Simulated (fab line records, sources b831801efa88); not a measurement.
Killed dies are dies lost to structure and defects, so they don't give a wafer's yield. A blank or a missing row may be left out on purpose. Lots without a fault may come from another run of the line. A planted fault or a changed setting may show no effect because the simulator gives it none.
Which tool did it? | flow sfq_line | 13 lots, 39 wafers sampled, at 3 steps of a route of 325

WHAT THE GAUGES READ, wafer by wafer
SFQ_M2_RS_MEAS_914: measures by four-point-probe. Usual: M2_NB_RS 0.892 ohm/sq, standard deviation 0.0092.
lot  | measured     | on            | M2_NB_RS (ohm/sq) | flag
L589 | day 29 09:34 | film_metro-02 | 0.913 0.905 0.905 |
L590 | day 30 17:39 | film_metro-02 | 0.890 0.882 0.886 |
L595 | day 33 03:22 | film_metro-04 | 0.883 0.892 0.893 |
L596 | day 33 04:33 | film_metro-04 | 0.899 0.903 0.895 |
L601 | day 33 23:46 | film_metro-02 | 0.873 0.883 0.889 |
L603 | day 34 08:10 | film_metro-03 | 0.889 0.880 0.890 |
L604 | day 34 12:58 | film_metro-02 | 0.882 0.898 0.891 |
L605 | day 34 18:57 | film_metro-04 | 0.891 0.906 0.898 |
L606 | day 35 11:45 | film_metro-02 | 0.899 0.898 0.893 |
L608 | day 36 20:20 | film_metro-04 | 0.899 0.894 0.901 |
L609 | day 37 02:19 | film_metro-04 | 0.895 0.894 0.893 |
L610 | day 37 07:08 | film_metro-04 | 0.896 0.881 0.895 |
L612 | day 37 20:26 | film_metro-04 | 0.892 0.896 0.899 |

SFQ_I4_OVL_MEAS_928. Usual: I4_OVL 3 nm, standard deviation 6.3.
lot  | measured     | on         | I4_OVL (nm) | flag
L589 | day 54 17:07 | overlay-01 | -6 -7 -8    |
L590 | day 54 18:19 | overlay-01 | 6 -3 4      |
L595 | day 59 20:41 | overlay-02 | 7 8 8       |
L596 | day 60 01:29 | overlay-02 | 1 7 1       |
L601 | day 61 09:53 | overlay-01 | 7 3 5       |
L603 | day 62 02:48 | overlay-01 | 1 3 1       |
L604 | day 62 05:12 | overlay-01 | 7 10 6      |
L605 | day 62 12:24 | overlay-01 | 13 14 16    |
L606 | day 63 02:48 | overlay-01 | 4 -5 2      |
L608 | day 66 04:17 | overlay-01 | -3 3 4      |
L609 | day 66 11:29 | overlay-02 | 12 6 9      |
L610 | day 66 21:34 | overlay-02 | 0 1 2       |
L612 | day 67 04:45 | overlay-02 | 1 0 -2      |

WHICH TOOL RAN EACH LOT (tool, then ch and the chambers of the sampled wafers, then the start)
lot  | SFQ_TRILAYER_I3_DEP_PECVD_081
L589 | pecvd-04 ch 0,1,2, day 36 22:36
L590 | pecvd-03 ch 0,1, day 37 15:26
L595 | pecvd-02 ch 0,1, day 45 02:35
L596 | pecvd-02 ch 0,2, day 45 08:35
L601 | pecvd-04 ch 0,1, day 46 03:47
L603 | pecvd-03 ch 0,1, day 46 07:23
L604 | pecvd-04 ch 1, day 46 11:35
L605 | pecvd-02 ch 0,1,2, day 46 13:23
L606 | pecvd-04 ch 1,2, day 46 19:34
L608 | pecvd-03 ch 0,1, day 51 23:01
L609 | pecvd-02 ch 1,2, day 52 06:13
L610 | pecvd-03 ch 0,1,2, day 52 13:25
L612 | pecvd-03 ch 0,1,2, day 52 19:59
- SFQ_TRILAYER_I3_DEP_PECVD_081: deposits SiO2 from SiH4/N2O, time 111.11 s, target thk 500 nm.

WHAT THE TOOLS THEMSELVES READ (means of the sampled wafers that have a number; where no wafer has one, the mark that the record gives instead)
SFQ_TRILAYER_I3_DEP_PECVD_081. Usual: heater_power_w 83 W, standard deviation 8.5; throttle_valve_pct 24.2 %, standard deviation 1.9.
lot  | tool     | heater_power_w (W) | throttle_valve_pct (%) | flag
L589 | pecvd-04 | 77                 | 23.4                   |
L590 | pecvd-03 | 84                 | 24.2                   |
L595 | pecvd-02 | 93                 | 22.1                   |
L596 | pecvd-02 | 79                 | 23.2                   |
L601 | pecvd-04 | 73                 | 24.3                   |
L603 | pecvd-03 | 80                 | 26.2                   |
L604 | pecvd-04 | 75                 | 25.3                   |
L605 | pecvd-02 | 85                 | 22.6                   |
L606 | pecvd-04 | 79                 | 24.3                   |
L608 | pecvd-03 | 87                 | 26.5                   |
L609 | pecvd-02 | 85                 | 22.0                   |
L610 | pecvd-03 | 87                 | 25.9                   |
L612 | pecvd-03 | 87                 | 25.8                   |

THE ANSWER, worked out from the rows above alone
Rule: a lot is off if the mean of its wafers that have a number lies more than 3 standard deviations from the usual mean. A lot without any number at a reading at which 4 lots or more have one is off too. The other lots that the step has rows for count as sound. The gauges are gone through in route order, then the tools' own readings, and for those a lot's mean is taken as printed above. The first step at which some lot is off is used, and at that step the reading that is off furthest; a lot without a number counts as furthest.
No lot is off at any reading shown: from this, nothing can be told.

WHAT THE SIMULATOR HAD PUT IN
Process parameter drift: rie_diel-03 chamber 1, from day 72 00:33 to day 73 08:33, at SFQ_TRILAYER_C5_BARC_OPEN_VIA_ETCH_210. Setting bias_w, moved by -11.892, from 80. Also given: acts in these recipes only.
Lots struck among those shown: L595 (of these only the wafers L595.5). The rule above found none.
